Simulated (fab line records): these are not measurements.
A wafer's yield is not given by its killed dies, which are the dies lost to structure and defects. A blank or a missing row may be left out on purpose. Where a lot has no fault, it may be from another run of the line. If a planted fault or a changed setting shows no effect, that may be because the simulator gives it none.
What tool caused it? :: flow sky130 :: 11 lots with 33 wafers sampled at 2 steps, on a route of 708 steps

WHAT EACH GAUGE READ, for each wafer
SKY_GATE_OXIDE_THK_MEAS_02.
lot: L928
measured: day 13 06:18
on: filmMetro-03
GATE_OXIDE_OXIDATION_00_THK (nm): 10.09 9.88 9.94

lot: L929
measured: day 13 11:55
on: filmMetro-02
GATE_OXIDE_OXIDATION_00_THK (nm): 9.95 10.08 9.99

lot: L930
measured: day 14 01:02
on: filmMetro-03
GATE_OXIDE_OXIDATION_00_THK (nm): 10.55 10.52 10.52

lot: L932
measured: day 14 14:10
on: filmMetro-02
GATE_OXIDE_OXIDATION_00_THK (nm): 10.21 10.21 10.34

lot: L936
measured: day 15 19:03
on: filmMetro-04
GATE_OXIDE_OXIDATION_00_THK (nm): 10.19 10.13 10.19

lot: L937
measured: day 16 10:41
on: filmMetro-02
GATE_OXIDE_OXIDATION_00_THK (nm): 10.61 10.39 10.56

lot: L938
measured: day 16 13:39
on: filmMetro-03
GATE_OXIDE_OXIDATION_00_THK (nm): 9.06 8.97 9.11

lot: L940
measured: day 17 11:44
on: filmMetro-03
GATE_OXIDE_OXIDATION_00_THK (nm): 9.42 9.27 9.44

lot: L941
measured: day 17 16:38
on: filmMetro-02
GATE_OXIDE_OXIDATION_00_THK (nm): 10.27 10.64 10.25

lot: L949
measured: day 20 11:47
on: filmMetro-03
GATE_OXIDE_OXIDATION_00_THK (nm): 10.24 10.46 10.29

lot: L950
measured: day 20 18:06
on: filmMetro-03
GATE_OXIDE_OXIDATION_00_THK (nm): 10.57 10.38 10.28

TOOL THAT RAN EACH LOT (tool first, then ch and the chambers of the sampled wafers, then the start)
lot: L928
SKY_GATE_OXIDE_OXIDATION_01: furnace-02 ch 0, day 13 04:53

lot: L929
SKY_GATE_OXIDE_OXIDATION_01: furnace-02 ch 0, day 13 10:28

lot: L930
SKY_GATE_OXIDE_OXIDATION_01: furnace-01 ch 0, day 13 23:38

lot: L932
SKY_GATE_OXIDE_OXIDATION_01: furnace-01 ch 0, day 14 12:45

lot: L936
SKY_GATE_OXIDE_OXIDATION_01: furnace-02 ch 0, day 15 17:38

lot: L937
SKY_GATE_OXIDE_OXIDATION_01: furnace-01 ch 0, day 16 09:17

lot: L938
SKY_GATE_OXIDE_OXIDATION_01: furnace-01 ch 0, day 16 12:14

lot: L940
SKY_GATE_OXIDE_OXIDATION_01: furnace-01 ch 0, day 17 10:20

lot: L941
SKY_GATE_OXIDE_OXIDATION_01: furnace-02 ch 0, day 17 15:13

lot: L949
SKY_GATE_OXIDE_OXIDATION_01: furnace-01 ch 0, day 20 10:22

lot: L950
SKY_GATE_OXIDE_OXIDATION_01: furnace-02 ch 0, day 20 16:41
- SKY_GATE_OXIDE_OXIDATION_01: stabilise 600 s, purge 300 s, target thk 10.268 nm.

THE ANSWER, worked out from the rows above alone
Rule: the usual values come from the lots themselves. Put in order of their means at a reading, lots are off if they are a third of the lots or fewer, leave a main group of 4 or more, and stand apart from it by a gap of 3 or more times the standard deviation of the main group's means; of several such gaps the widest counts. A main group is skipped when, at the precision printed for the reading in the tables above, its means are all equal. A lot without any number at a reading at which 4 lots or more have one is off too. Any other lot the step has rows for is counted as sound.
Off: L938, L940, at SKY_GATE_OXIDE_THK_MEAS_02 (GATE_OXIDE_OXIDATION_00_THK). The main group has a mean of 10.29 nm with a standard deviation of 0.19.
If a tool, at a process step before that reading, ran all the lots that are off and no sound lot after the first of them, it fits. Those tools and the gauges at SKY_GATE_OXIDE_THK_MEAS_02 are tried in the same way. Of those tried, none fits.

WHAT THE SIMULATOR HAD PUT IN
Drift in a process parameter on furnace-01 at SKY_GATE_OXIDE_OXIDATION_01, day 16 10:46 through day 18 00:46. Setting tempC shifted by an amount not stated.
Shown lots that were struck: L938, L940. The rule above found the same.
